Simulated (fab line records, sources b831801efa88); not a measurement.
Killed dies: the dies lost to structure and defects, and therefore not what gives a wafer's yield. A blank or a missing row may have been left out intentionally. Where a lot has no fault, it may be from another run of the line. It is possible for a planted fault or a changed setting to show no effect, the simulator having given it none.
A lot that was struck, set against a sound lot ; flow gf180mcu ; 15 steps out of a route of 602
Sound: these wafers, L507.3, L507.5, L507.6. Struck: wafer L511.2 (left out: L511.4, L511.5 of the same lot, which were not struck); the cause appears at the end.
Each step with rows lists, per side, the tool, then ch with its chambers, then its first start. Under that, the readings that differ: sound wafers ; struck wafers ; difference of the means ; sigmas: that difference in standard deviations of wafers without a fault.
alike: words and numbers the same on both sides, and readings whose means are apart by under 2 such deviations; not compared: readings that were withheld, readings missing a value for some wafer, numbers with overlapping values and no deviation given by the record, and bounds like >300 which may hide the same value.
A row with sigmas, a row that says differs or no value, or rows on one side alone: a step with any of these is where the two part. When numbers do not overlap yet have no deviation, they are printed without sigmas and do not part them. Lack of a reading on every wafer of one side parts them only where that side has two or more wafers.

first, 2 steps without rows for these wafers: GF_V3_ETCH_16 (etches BARC in N2/H2); GF_V3_ETCH_17 (etches SiO2 in C4F8/O2/Ar, stops on TiN, target depth 635 nm).
GF_V3_STRIP_18: strips in O2/N2.
  sound on plasma_asher-03 ch 0,1, day 23 15:41; struck on plasma_asher-04 ch 0, day 24 14:26
reading;sound;struck;difference;sigmas
rf_hours_counter_h (h);- - -;46;no value on the sound wafers;
  alike: drypump_motor_current_A, heater_power_w, oes_product_au
then, 2 steps without rows for these wafers: GF_V3_STRIP_19 (strips in post etch residue remover, time 1200 s); GF_V3_CLEAN_20 (cleans in DIW).
GF_V3_SPUTTER_21: material Ti, target thk 15 nm, time 80.02 s.
  sound on pvd_sputter-01, day 23 16:13; struck on pvd_sputter-04, day 24 14:59
  alike: throttle_valve_pct
GF_V3_SPUTTER_22: material TiN, target thk 10 nm, time 40 s.
  sound on pvd_sputter-01, day 23 16:17; struck on pvd_sputter-04, day 24 15:02
  alike: throttle_valve_pct
then, 1 step without rows for these wafers: GF_V3_CVD_23 (deposits W, target thk 350 nm, time 104.9 s).
GF_V3_RS_MEAS_24: the measuring method here is four-point-probe.
  sound on film_metro-04, day 23 16:28; struck on film_metro-02, day 24 15:13
  alike: V3_W_RS
GF_V3_THK_MEAS_25: measures by xrf.
  sound on film_metro-04, day 23 16:34; struck on film_metro-02, day 24 15:19
reading;sound;struck;difference;sigmas
V3_W_THK (nm);332 327 323;339;+12;+2
GF_V3_CMP_26: polishes, stops on SiO2, t overpolish 15 s, target thk 0 nm.
  sound on cmp-02 ch 0,3, day 23 16:40; struck on cmp-02 ch 1, day 24 15:22
  alike: motor_current_A, overpolish_run_s, time_to_endpoint_s
then, 1 step without rows for these wafers: GF_M4_SPUTTER_00 (material Ti, target thk 37.5 nm, time 150 s).
GF_M4_SPUTTER_01: material TiN, target thk 30 nm, time 25 s.
  sound on pvd_sputter-03, day 23 17:01; struck on pvd_sputter-03, day 24 15:46
reading;sound;struck;difference;sigmas
model.TiN_of_M4_SPUTTER_01.thk_nm (nm);29.22 30.04 29.25;18.95;-10.55;
  alike: throttle_valve_pct
GF_M4_SPUTTER_02: material AlCu, target thk 450 nm, time 23.9 s.
  sound on pvd_sputter-03, day 23 17:02; struck on pvd_sputter-03, day 24 15:48
  alike: throttle_valve_pct
-- the record jumps here: 6 days lie between the struck wafers' starts before and after (it left off in module M4 and takes up again in module PASSIVATION, whose first step shown is number 602 of the route) --
GF_PASSIVATION_PROBE_99:
  rows exist in the record for the struck wafers here (prober-01, day 30 20:51), but not for the sound ones

== WHERE THEY PART ==
Earliest at GF_V3_STRIP_18; latest, in this record, at GF_PASSIVATION_PROBE_99.

WHY: the cause the simulator had injected
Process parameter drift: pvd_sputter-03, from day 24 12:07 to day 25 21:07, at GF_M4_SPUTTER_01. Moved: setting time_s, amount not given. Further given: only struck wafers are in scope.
